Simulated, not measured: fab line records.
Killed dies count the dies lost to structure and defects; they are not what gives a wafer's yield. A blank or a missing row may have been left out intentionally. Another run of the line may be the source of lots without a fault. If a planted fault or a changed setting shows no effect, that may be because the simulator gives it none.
Which of the tools did it? + flow sky130 + Sampling: 11 lots, 33 wafers, 2 of 708 route steps

== WHAT EACH GAUGE READ, for each wafer ==
SKY_VT_ADJUST_NCORE_CD_MEAS_07: target cd 380 nm.
| lot  | measured     | on       | cdNm (nm)                           |
|------|--------------|----------|-------------------------------------|
| L345 | day 8 23:34  | cdSem-02 | 381.4 381.9 381.5                   |
| L347 | day 9 11:49  | cdSem-01 | 381.4 381.1 381.4                   |
| L348 | day 9 20:31  | cdSem-01 | 379.2 381.1 378.6                   |
| L349 | day 10 10:43 | cdSem-01 | 380.8 380.7 378.5                   |
| L350 | day 10 15:45 | cdSem-01 | 380.9 379.4 379.2                   |
| L352 | day 11 04:57 | cdSem-02 | 381.2 380.9 377.9                   |
| L353 | day 11 08:51 | cdSem-02 | 382.2 380.4 380.4                   |
| L358 | day 13 06:45 | cdSem-01 | 384.3 383.9 383.5                   |
| L362 | day 14 10:30 | cdSem-02 | 365.6 361.0 362.3 365.3 361.0 362.7 |
| L363 | day 14 16:07 | cdSem-01 | 345.7 365.9 362.3 345.7 365.8 362.0 |
| L366 | day 15 23:42 | cdSem-01 | 380.5 382.4 381.8                   |

== WHAT TOOL EACH LOT RAN ON (gives the tool, then ch and the chambers of the sampled wafers, and finally the start) ==
| lot  | SKY_VT_ADJUST_NCORE_EXPOSE_04      |
|------|------------------------------------|
| L345 | ilineStepper-02 ch 0, day 8 13:12  |
| L347 | ilineStepper-01 ch 0, day 9 01:23  |
| L348 | ilineStepper-02 ch 0, day 9 10:59  |
| L349 | ilineStepper-01 ch 0, day 9 23:19  |
| L350 | ilineStepper-01 ch 0, day 10 04:36 |
| L352 | ilineStepper-01 ch 0, day 10 17:41 |
| L353 | ilineStepper-02 ch 0, day 10 21:04 |
| L358 | ilineStepper-01 ch 0, day 12 18:10 |
| L362 | ilineStepper-01 ch 0, day 13 21:21 |
| L363 | ilineStepper-01 ch 0, day 14 03:15 |
| L366 | ilineStepper-02 ch 0, day 15 10:12 |
- SKY_VT_ADJUST_NCORE_EXPOSE_04: exposes mask LVTN COMPLEMENT THIN, target cd 380 nm.

== WHAT THE TOOLS THEMSELVES READ (means of the sampled wafers that have a number; where no wafer has one, the mark that the record gives instead) ==
The record holds no such reading with a usual standard deviation.

== THE ANSWER, worked out from the rows above alone ==
Rule: usual is defined by the lots themselves. The widest of any qualifying gaps counts: lots, ordered by their means at a reading, are off when they make up no more than a third of the lots, leave a main group of 4 or more, and stand apart from it by 3 or more times the standard deviation of that group's means. The tables above print the reading to a certain number of digits; a main group whose means all agree to those digits is not used. Also off: a lot with no number at a reading for which 4 or more lots have one. The other lots that the step has rows for count as sound. After the gauges, taken in route order, come the tools' own readings; for these a lot's mean is taken, as printed above. At the first step where some lot is off, the reading lying furthest off is the one used; lots without a number count as furthest.
Off, at SKY_VT_ADJUST_NCORE_CD_MEAS_07 on cdNm: L362, L363. Main group: mean 381.0 nm, sd 1.3.
If a tool, at a process step before that reading, ran all the lots that are off and no sound lot after the first of them, it fits. Gauges at SKY_VT_ADJUST_NCORE_CD_MEAS_07: tried the same way as those tools. One fits: ilineStepper-01 at SKY_VT_ADJUST_NCORE_EXPOSE_04. A fault onset in the window from L358 (day 12 18:10, its last sound lot) to L362 (day 13 21:21, its first lot off) fits.

== WHAT HAD BEEN PUT IN BY THE SIMULATOR ==
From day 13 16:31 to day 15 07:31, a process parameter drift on ilineStepper-01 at SKY_VT_ADJUST_NCORE_EXPOSE_04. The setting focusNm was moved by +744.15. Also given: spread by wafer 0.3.
Lots struck among those shown: L362, L363. The rule above found the same.
